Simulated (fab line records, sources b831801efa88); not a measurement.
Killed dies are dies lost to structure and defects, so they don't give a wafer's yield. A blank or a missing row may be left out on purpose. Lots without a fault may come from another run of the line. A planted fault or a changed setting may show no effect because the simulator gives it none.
fab line records | flow sky130 | part 1 of 2: steps 1 to 29 of 30
record lots=7 wafers=21 last_day=50
route steps=708 shown SONOS_ONO@176 GATE_OXIDE@187 POLY_GATE@204 PAD_OPEN@708
lots that met no fault: from a run of the same line without faults
start_h: hours from the record's first day to the start of the lot's first wafer shown | wait_h: hours since the lot's step before | " the same as in the row above | L1.1+2: a row that stands for several wafers | - no value, or no start given | * or withheld: withheld | < > ~ a bound
route shown NAME@n: a module of which the file shows steps, and the number in the route of the first | usual: mean/standard deviation of fault-free wafers | same: alike in all rows | chamber/n: place in a boat | sites: the reading at each site | _std_site: their standard deviation | _edge_site: outer sites' mean less inner sites' | radius_mm: how far each site lies from the wafer's centre | mask NAME#n: copy n | behind: the tool/chamber that last shaped the wafer | hold: why the lot was held/for how many hours/how that ended | device: the transistor (n, p or np) that didn't switch | end of line: the same wafers' tests at the end of the route | a step without rows: its recipe alone | killed: dies lost to structure and defects at the first sort, not the wafer's yield | map: a wafer's dies, x killed, . not, _ none there
set.NAME: the setting as run; set.NAME@STEP: as run at that earlier step | model.NAME: the simulator's own value behind a step, which no gauge read
lots at some steps of the route; a table a step, a row a wafer
services: from which hour (start_h, from the record's first day; less than 0 if before it) a tool's chamber was out of use, for how many hours, and why
## steps
# step SKY_SONOS_ONO_COAT_08
# recipe resist=NOVOLAK spin_rpm=3000 resist_thk_nm=1140
# step SKY_SONOS_ONO_SOFTBAKE_09
# recipe temp_c=90 time_s=60 resist=NOVOLAK
# step SKY_SONOS_ONO_EXPOSE_10
# recipe mask_id=ONOM target_cd_nm=410 na=0.6 source_shape=conventional sigma_outer=0.6 dose_mj=150
# step SKY_SONOS_ONO_PEB_11
# recipe temp_c=withheld time_s=* resist=NOVOLAK
# step SKY_SONOS_ONO_DEVELOP_12
# recipe develop_time_s=60 dev_temp_c=23
# step SKY_SONOS_ONO_CD_MEAS_13
# recipe target_cd_nm=410
# usual cd_nm=409.9/2.7
# columns lot.wafer tool chamber start_h wait_h cd_nm
L430.1 cd_sem-01 - 346.11 0.1 407.9
L430.2 " - " " 409.3
L430.4 " - " " 407.7
L431.1 cd_sem-01 - 354.37 0.1 409.1
L431.3 " - " " 409.2
L431.4 " - " " 408.7
L433.1 cd_sem-02 - 365.86 0.1 412.4
L433.4 " - " " 410.7
L433.5 " - " " 412.1
L437.1 cd_sem-01 - 403.76 0.1 410.1
L437.4 " - " " 408.8
L437.5 " - " " 410.0
L443.1 cd_sem-01 - 450.67 0.1 410.0
L443.3 " - " " 408.1
L443.6 " - " " 407.8
L444.1 cd_sem-01 - 463.41 0.1 409.6
L444.2 " - " " 409.6
L444.3 " - " " 411.1
L445.2 cd_sem-01 - 475.43 0.1 409.9
L445.3 " - " " 410.4
L445.4 " - " " 409.6
# step SKY_SONOS_ONO_OVL_MEAS_14
# usual SONOS_ONO_OVL=0.7/1.3
# columns lot.wafer tool chamber start_h wait_h SONOS_ONO_OVL[nm]
L430.1 overlay-02 - 346.23 0.1 -0.1
L430.2 " - " " -1.4
L430.4 " - " " -1.2
L431.1 overlay-01 - 354.49 0.1 -1.1
L431.3 " - " " 2.2
L431.4 " - " " 1.2
L433.1 overlay-01 - 365.98 0.1 -0.4
L433.4 " - " " 0.6
L433.5 " - " " 0.4
L437.1 overlay-02 - 403.88 0.1 1.1
L437.4 " - " " 0.1
L437.5 " - " " 0.6
L443.1 overlay-01 - 450.79 0.1 -2.1
L443.3 " - " " 1.9
L443.6 " - " " 0.1
L444.1 overlay-02 - 463.53 0.1 0.0
L444.2 " - " " -0.1
L444.3 " - " " 0.1
L445.2 overlay-02 - 475.53 0.1 0.6
L445.3 " - " " 0.9
L445.4 " - " " 1.3
# step SKY_SONOS_ONO_ETCH_15
# recipe target_depth_nm=19.52 chemistry=CHF3/O2 source_w=600 bias_w=200 pressure_mtorr=40 chf3_flow_sccm=50 O2_flow_sccm=5 time_s=7.8
# usual drypump_motor_current_A=5.6/0.45 oes_product_au=1.000/0.015 throttle_valve_pct=8.825/0.0097
# columns lot.wafer tool chamber start_h wait_h drypump_motor_current_A oes_product_au rf_hours_counter_h throttle_valve_pct
L430.1 rie_diel-04 3 346.27 0.0 6.1 0.986 8 8.808
L430.2 " 0 " " 6.0 0.989 85 8.819
L430.4 " 1 " " 5.8 1.019 77 8.836
L431.1 rie_diel-01 2 354.52 0.0 6.2 1.002 8 8.818
L431.3 " 1 " " 5.3 1.003 2 8.832
L431.4 " 2 " " 6.2 0.994 - 8.818
L433.1 rie_diel-01 3 366.02 0.0 5.0 1.035 1 8.851
L433.4 " 1 " " 5.3 0.991 - 8.807
L433.5 " 2 " " 6.2 0.996 - 8.811
L437.1 rie_diel-04 0 403.91 0.0 6.0 0.994 86 8.825
L437.4 " 1 " " 5.7 1.018 - 8.825
L437.5 " 3 " " 6.1 0.982 - 8.822
L443.1 rie_diel-04 1 450.82 0.0 5.8 1.016 78 8.832
L443.3 " 0 " " 6.0 0.996 87 8.819
L443.6 " 1 " " 5.7 1.022 - 8.824
L444.1 rie_diel-02 1 463.57 0.0 5.8 1.023 8 8.832
L444.2 " 3 " " 6.1 0.982 88 8.835
L444.3 " 0 " " 5.0 0.985 76 8.824
L445.2 rie_diel-01 1 475.56 0.0 5.3 0.997 5 8.822
L445.3 " 3 " " 4.9 1.022 3 8.836
L445.4 " 2 " " 6.2 1.012 10 8.819
# step SKY_SONOS_ONO_WET_ETCH_16
# recipe chemistry=dHF target_depth_nm=14 dry=n2_spin target=SiO2 dilution=100:1 temp_c=25 time_s=280
# step SKY_SONOS_ONO_STRIP_17
# recipe chemistry=O2/N2 power_w=1400 pressure_mtorr=1500 platen_temp_c=withheld o2_flow_sccm=3000 n2_flow_sccm=300 overash_fraction=0.5
# usual drypump_motor_current_A=5.7/0.4 o2_flow_sccm=3001/8.4 oes_product_au=0.710/0.0047 strip_time_to_endpoint_s=14.12/0.045
# columns lot.wafer tool chamber start_h wait_h drypump_motor_current_A o2_flow_sccm oes_product_au rf_hours_counter_h strip_time_to_endpoint_s
L430.1 plasma_asher-01 1 346.37 0.0 5.2 3005 0.707 21 14.16
L430.2 " 0 " " 5.9 3003 0.713 21 14.19
L430.4 " 1 " " 5.2 3008 0.712 - 14.17
L431.1 plasma_asher-01 0 354.73 0.0 5.9 2997 0.706 21 14.08
L431.3 " 1 " " 5.2 3003 0.708 - 14.08
L431.4 " 0 " " 5.9 3012 0.704 - 14.04
L433.1 plasma_asher-04 0 366.12 0.0 6.0 3006 0.715 61 14.15
L433.4 " 0 " " 6.0 3000 0.708 - 14.12
L433.5 " 0 " " 6.0 3009 0.717 - 14.10
L437.1 plasma_asher-04 0 404.02 0.0 6.0 2998 0.710 64 14.08
L437.4 " 0 " " 6.0 3009 0.715 - 14.08
L437.5 " 0 " " 6.1 2998 0.719 - 14.07
L443.1 plasma_asher-04 1 450.93 0.0 5.4 3014 0.710 70 14.18
L443.3 " 0 " " 6.0 2983 0.708 - 14.15
L443.6 " 0 " " 6.1 2983 0.705 - 14.14
L444.1 plasma_asher-02 1 463.67 0.0 5.8 2998 0.719 2 14.06
L444.2 " 0 " " 6.8 2986 0.704 2 14.12
L444.3 " 1 " " 5.8 2995 0.715 - 14.05
L445.2 plasma_asher-01 0 475.67 0.0 5.9 2995 0.716 35 14.15
L445.3 " 0 " " 5.9 2986 0.716 - 14.17
L445.4 " 1 " " 5.2 2998 0.706 - 14.16
# step SKY_SONOS_ONO_WET_ETCH_18
# recipe chemistry=H3PO4 target_depth_nm=15 target=Si3N4 temp_c=160 time_s=172
# step SKY_GATE_OXIDE_CLEAN_00
# recipe chemistry=SC1/SC2 mix=1:4:20 temp_c=70 time_s=150 dry=n2_spin
# step SKY_GATE_OXIDE_OXIDATION_01
# recipe temp_c=900 ambient=O2 stabilise_s=600 purge_s=300 target_thk_a=102.68 ox_time_s=1473
# usual spike_tc_bottom_C=916.9/1.2 spike_tc_centre_C=901.2/1.3 spike_tc_lower_C=900.3/1.1 spike_tc_top_C=913.1/2.5 spike_tc_upper_C=900.4/0.99 zone_power_lower_pct=17.15/0.16 zone_power_upper_pct=19.5/2.1
# columns lot.wafer tool chamber start_h wait_h spike_tc_bottom_C spike_tc_centre_C spike_tc_lower_C spike_tc_top_C spike_tc_upper_C zone_power_lower_pct zone_power_upper_pct model.SiO2_of_GATE_OXIDE_OXIDATION_01.thk_nm
L430.1 furnace-02 0 346.59 0.0 904.8 889.0 887.1 897.2 887.6 16.60 16.9 9.011
L430.2 " 0 " " 904.3 885.4 887.2 897.2 888.0 16.68 16.6 8.962
L430.4 " 0 " " 903.2 885.4 885.0 898.7 887.1 16.63 16.9 8.989
L431.1 furnace-02 0 355.51 0.5 906.8 886.3 886.8 897.9 887.4 16.82 16.6 9.165
L431.3 " 0 " " 904.1 886.8 888.1 897.2 887.5 16.45 16.7 9.165
L431.4 " 0 " " 904.5 886.4 888.5 897.3 886.0 16.60 16.9 9.009
L433.1 furnace-02 0 368.19 1.9 905.3 886.2 886.8 897.0 887.6 16.58 16.8 8.727
L433.4 " 0 " " 904.5 887.7 887.1 898.0 886.5 16.45 16.8 8.614
L433.5 " 0 " " 903.8 886.8 887.3 897.9 887.6 16.78 17.1 8.618
L437.1 furnace-01 0 404.89 0.7 917.7 901.8 901.2 918.4 900.3 17.27 21.2 10.81
L437.4 " 0 " " 918.2 901.5 900.0 915.0 899.8 17.18 21.3 10.63
L437.5 " 0 " " 917.6 901.9 901.7 914.1 899.2 17.11 21.9 10.87
L443.1 furnace-01 0 451.15 0.0 916.0 901.1 900.5 916.1 899.9 17.27 21.3 10.47
L443.3 " 0 " " 916.2 902.4 900.0 916.6 899.8 17.06 21.2 10.54
L443.6 " 0 " " 917.9 901.4 901.9 916.1 899.6 17.01 21.6 10.59
L444.1 furnace-02 0 463.88 0.0 914.9 901.5 901.2 910.4 900.5 17.17 17.1 9.922
L444.2 " 0 " " 917.7 900.6 898.8 911.0 899.8 17.29 17.2 10.05
L444.3 " 0 " " 918.3 901.3 900.8 911.2 901.6 17.23 17.0 10.05
L445.2 furnace-02 0 475.88 0.0 918.4 900.4 900.1 911.2 899.5 17.05 17.4 10.14
L445.3 " 0 " " 917.4 900.0 900.5 910.8 900.6 17.44 17.3 10.16
L445.4 " 0 " " 917.6 900.4 899.6 911.8 901.7 17.10 17.1 10.12
# step SKY_GATE_OXIDE_THK_MEAS_02
# recipe reads=SiO2_of_GATE_OXIDE_OXIDATION_01
# usual GATE_OXIDE_OXIDATION_00_THK=10.38/0.2
# columns lot.wafer tool chamber start_h wait_h GATE_OXIDE_OXIDATION_00_THK[nm]
L430.1 film_metro-01 - 347.99 0.0 8.96
L430.2 " - " " 8.91
L430.4 " - " " 9.00
L431.1 film_metro-03 - 356.92 0.0 9.18
L431.3 " - " " 9.15
L431.4 " - " " 9.01
L433.1 film_metro-03 - 369.60 0.0 8.79
L433.4 " - " " 8.59
L433.5 " - " " 8.62
L437.1 film_metro-04 - 406.30 0.0 10.80
L437.4 " - " " 10.68
L437.5 " - " " 10.85
L443.1 film_metro-04 - 452.56 0.0 10.50
L443.3 " - " " 10.50
L443.6 " - " " 10.50
L444.1 film_metro-01 - 465.29 0.0 9.94
L444.2 " - " " 10.06
L444.3 " - " " 10.09
L445.2 film_metro-04 - 477.30 0.0 10.19
L445.3 " - " " 10.12
L445.4 " - " " 10.13
# step SKY_GATE_OXIDE_DEHYDRATE_03
# recipe temp_c=200 time_s=60
# step SKY_GATE_OXIDE_HMDS_04
# recipe prime_time_s=60 prime_temp_c=120
# step SKY_GATE_OXIDE_COAT_05
# recipe resist=NOVOLAK spin_rpm=3000 resist_thk_nm=1140
# step SKY_GATE_OXIDE_SOFTBAKE_06
# recipe temp_c=90 time_s=60 resist=NOVOLAK
# step SKY_GATE_OXIDE_EXPOSE_07
# recipe mask_id=LVOM na=0.6 source_shape=conventional sigma_outer=0.6 polarization=unpolarized target_cd_nm=600 dose_mj=170
# step SKY_GATE_OXIDE_PEB_08
# recipe temp_c=withheld time_s=* resist=NOVOLAK
# step SKY_GATE_OXIDE_DEVELOP_09
# recipe resist=NOVOLAK developer=TMAH develop_time_s=60 dev_temp_c=23
# step SKY_GATE_OXIDE_OVL_MEAS_10
# usual GATE_OXIDE_OVL=-0.3/1.6
# columns lot.wafer tool chamber start_h wait_h GATE_OXIDE_OVL[nm]
L430.1 overlay-01 - 375.21 0.1 2.2
L430.2 " - " " 2.1
L430.4 " - " " 1.2
L431.1 overlay-01 - 384.36 0.1 -1.1
L431.3 " - " " -2.4
L431.4 " - " " -4.3
L433.1 overlay-01 - 397.87 0.1 1.0
L433.4 " - " " 1.1
L433.5 " - " " 0.0
L437.1 overlay-02 - 437.17 0.1 -0.5
L437.4 " - " " 0.1
L437.5 " - " " 0.2
L443.1 overlay-02 - 482.94 0.1 2.1
L443.3 " - " " -0.4
L443.6 " - " " -0.4
L444.1 overlay-02 - 496.12 0.1 0.1
L444.2 " - " " -2.4
L444.3 " - " " -0.7
L445.2 overlay-01 - 508.35 0.1 -2.2
L445.3 " - " " -1.0
L445.4 " - " " -1.2
# step SKY_GATE_OXIDE_IMPLANT_11
# recipe species=B energy_kev=10 dose_cm2=2.6e+12 tilt_deg=withheld
# step SKY_GATE_OXIDE_WET_ETCH_12
# recipe chemistry=dHF target_depth_nm=16.8 dry=n2_spin target=SiO2 dilution=100:1 temp_c=25 time_s=336
# step SKY_GATE_OXIDE_STRIP_13
# recipe chemistry=O2/N2 power_w=1400 pressure_mtorr=1500 platen_temp_c=withheld o2_flow_sccm=3000 n2_flow_sccm=300 overash_fraction=0.5
# usual drypump_motor_current_A=5.68/0.26 o2_flow_sccm=3000/8 oes_product_au=0.716/0.0044 strip_time_to_endpoint_s=14.19/0.038
# columns lot.wafer tool chamber start_h wait_h drypump_motor_current_A o2_flow_sccm oes_product_au rf_hours_counter_h strip_time_to_endpoint_s
L430.1 plasma_asher-04 0 375.50 0.0 6.06 2989 0.720 62 14.23
L430.2 " 1 " " 5.44 3008 0.713 62 14.26
L430.4 " 1 " " 5.47 2997 0.719 - 14.21
L431.1 plasma_asher-03 1 384.65 0.0 5.71 2992 0.722 58 14.19
L431.3 " 1 " " 5.69 2996 0.716 - 14.15
L431.4 " 0 " " 5.72 2993 0.711 - 14.11
L433.1 plasma_asher-03 0 398.15 0.0 5.74 2994 0.711 59 14.15
L433.4 " 0 " " 5.71 2996 0.714 - 14.17
L433.5 " 1 " " 5.68 3003 0.713 - 14.15
L437.1 plasma_asher-03 1 437.45 0.0 5.71 2999 0.712 64 14.26
L437.4 " 1 " " 5.69 3003 0.712 - 14.18
L437.5 " 1 " " 5.70 2999 0.708 - 14.24
L443.1 plasma_asher-03 0 483.23 0.0 5.73 3003 0.714 69 14.21
L443.3 " 1 " " 5.69 3005 0.709 - 14.23
L443.6 " 0 " " 5.72 2982 0.717 - 14.23
L444.1 plasma_asher-04 1 496.40 0.0 5.41 3005 0.713 74 14.28
L444.2 " 0 " " 6.04 2993 0.706 74 14.25
L444.3 " 1 " " 5.44 2999 0.719 - 14.21
L445.2 plasma_asher-03 0 508.78 0.0 5.72 2992 0.710 71 14.16
L445.3 " 1 " " 5.68 2992 0.711 - 14.12
L445.4 " 0 " " 5.71 2989 0.709 - 14.15
# step SKY_GATE_OXIDE_TW_MEAS_14
# usual GATE_OXIDE_TW=223.5/2.7
# columns lot.wafer tool chamber start_h wait_h GATE_OXIDE_TW
L430.1 film_metro-04 - 375.60 0.1 220.5
L430.2 " - " " 219.0
L430.4 " - " " 219.8
L431.1 film_metro-04 - 384.75 0.1 220.5
L431.3 " - " " 220.3
L431.4 " - " " 219.5
L433.1 film_metro-03 - 398.25 0.1 224.3
L433.4 " - " " 223.3
L433.5 " - " " 224.1
L437.1 film_metro-03 - 437.55 0.1 224.2
L437.4 " - " " 224.1
L437.5 " - " " 223.5
L443.1 film_metro-01 - 483.33 0.1 225.8
L443.3 " - " " 224.8
L443.6 " - " " 226.4
L444.1 film_metro-04 - 496.50 0.1 221.3
L444.2 " - " " 221.1
L444.3 " - " " 221.4
L445.2 film_metro-01 - 508.89 0.1 226.8
L445.3 " - " " 225.6
L445.4 " - " " 226.1
# step SKY_GATE_OXIDE_CLEAN_15
# recipe chemistry=SC1/SC2 mix=1:4:20 temp_c=70 time_s=150 dry=n2_spin
# step SKY_GATE_OXIDE_OXIDATION_16
# recipe temp_c=800 ambient=O2 idle_temp_c=700 ramp_up_c_per_min=10 ramp_down_c_per_min=3 stabilise_s=600 purge_s=300 target_thk_a=35.7 ox_time_s=1915
# usual spike_tc_bottom_C=818.0/1.2 spike_tc_centre_C=800.9/1.3 spike_tc_lower_C=800.1/1.1 spike_tc_top_C=814.8/2.6 spike_tc_upper_C=800.4/0.99 zone_power_lower_pct=13.38/0.13 zone_power_upper_pct=14.9/1.6
# columns lot.wafer tool chamber start_h wait_h spike_tc_bottom_C spike_tc_centre_C spike_tc_lower_C spike_tc_top_C spike_tc_upper_C zone_power_lower_pct zone_power_upper_pct model.SiO2_of_GATE_OXIDE_OXIDATION_01.thk_nm
L430.1 furnace-02 0 377.99 2.3 818.3 800.3 796.9 812.4 800.2 13.51 13.6 10.46
L430.2 " 0 " " 817.1 799.5 799.7 813.9 800.4 13.36 13.4 10.44
L430.4 " 0 " " 817.4 798.5 799.6 813.1 800.9 13.45 13.2 10.46
L431.1 furnace-02 0 384.93 0.1 820.6 799.9 800.3 812.2 800.7 13.38 13.4 10.62
L431.3 " 0 " " 819.1 802.7 798.7 811.7 799.9 13.41 13.5 10.63
L431.4 " 0 " " 817.4 801.8 798.8 812.1 798.3 13.33 13.5 10.47
L433.1 furnace-01 0 399.20 0.8 816.7 802.9 799.0 817.5 802.1 13.38 16.6 10.25
L433.4 " 0 " " 816.5 802.2 803.0 817.5 798.0 13.39 16.6 10.17
L433.5 " 0 " " 816.5 803.1 799.0 816.7 799.5 13.53 16.6 10.17
L437.1 furnace-01 0 438.49 0.8 817.3 802.5 800.3 816.6 799.7 13.52 16.5 12.17
L437.4 " 0 " " 816.4 804.7 798.8 818.1 798.7 13.30 16.5 11.99
L437.5 " 0 " " 816.4 800.3 801.7 820.7 800.5 13.47 16.9 12.24
L443.1 furnace-02 0 483.90 0.5 818.6 800.2 800.7 812.2 799.8 13.47 13.1 11.8
L443.3 " 0 " " 819.7 798.1 799.7 812.4 799.6 13.47 13.4 11.85
L443.6 " 0 " " 818.2 800.0 801.2 812.2 800.5 13.49 13.5 11.93
L444.1 furnace-02 0 496.61 0.0 818.3 799.4 798.2 813.3 800.0 13.35 13.6 11.31
L444.2 " 0 " " 818.4 800.2 799.6 812.5 800.1 13.42 13.2 11.45
L444.3 " 0 " " 818.7 801.9 800.9 814.3 801.5 13.40 13.5 11.42
L445.2 furnace-01 0 508.99 0.0 818.1 801.7 798.7 816.5 800.6 13.18 16.6 11.54
L445.3 " 0 " " 817.4 802.8 799.9 817.8 799.4 13.25 16.4 11.58
L445.4 " 0 " " 818.2 801.6 800.7 817.6 801.4 13.25 16.9 11.52
# step SKY_POLY_GATE_CVD_00
# recipe material=poly-Si target_thk_nm=180 temp_c=620 time_s=720 pressure_mtorr=200
## key
first_sign step=SKY_GATE_OXIDE_OXIDATION_01 reading=spike_tc_upper_C direction=down sigmas=13 usual=900.4 struck=887.2
effect step=SKY_GATE_OXIDE_OXIDATION_01 reading=spike_tc_lower_C direction=down sigmas=12 usual=900.3 struck=887.1
effect step=SKY_GATE_OXIDE_THK_MEAS_02 reading=GATE_OXIDE_OXIDATION_00_THK direction=down sigmas=7.3 usual=10.38 struck=8.91
model_effect step=SKY_GATE_OXIDE_OXIDATION_01 value=SiO2_of_GATE_OXIDE_OXIDATION_01.thk_nm without=10.35 struck=8.918
model_effect step=SKY_GATE_OXIDE_OXIDATION_16 value=SiO2_of_GATE_OXIDE_OXIDATION_01.thk_nm without=11.73 struck=10.41
model_effect step=SKY_PAD_OPEN_PROBE_99 value=etest.nfet_16v.r_on_ohm_um without=1.398e+04 struck=1.321e+04
met_at SKY_GATE_OXIDE_OXIDATION_01
struck_wafers L430.1,L430.2,L430.4,L431.1,L431.3,L431.4,L433.1,L433.4,L433.5
tester_left_out L430,L431,L433
fault kind=process_parameter_drift tool=furnace-02 chamber=- onset_h=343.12 steps=SKY_GATE_OXIDE_OXIDATION_01 channel=temp_c offset=* shape=step end_h=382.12 acts_in=* stated=*
# tester_left_out: of these lots the tester's yield and bins aren't shown, on N5 and GAA mostly nor the transistor test; their killed dies are dies lost to structure and defects alone, not to doping, threshold or leakage, so they don't give the yield
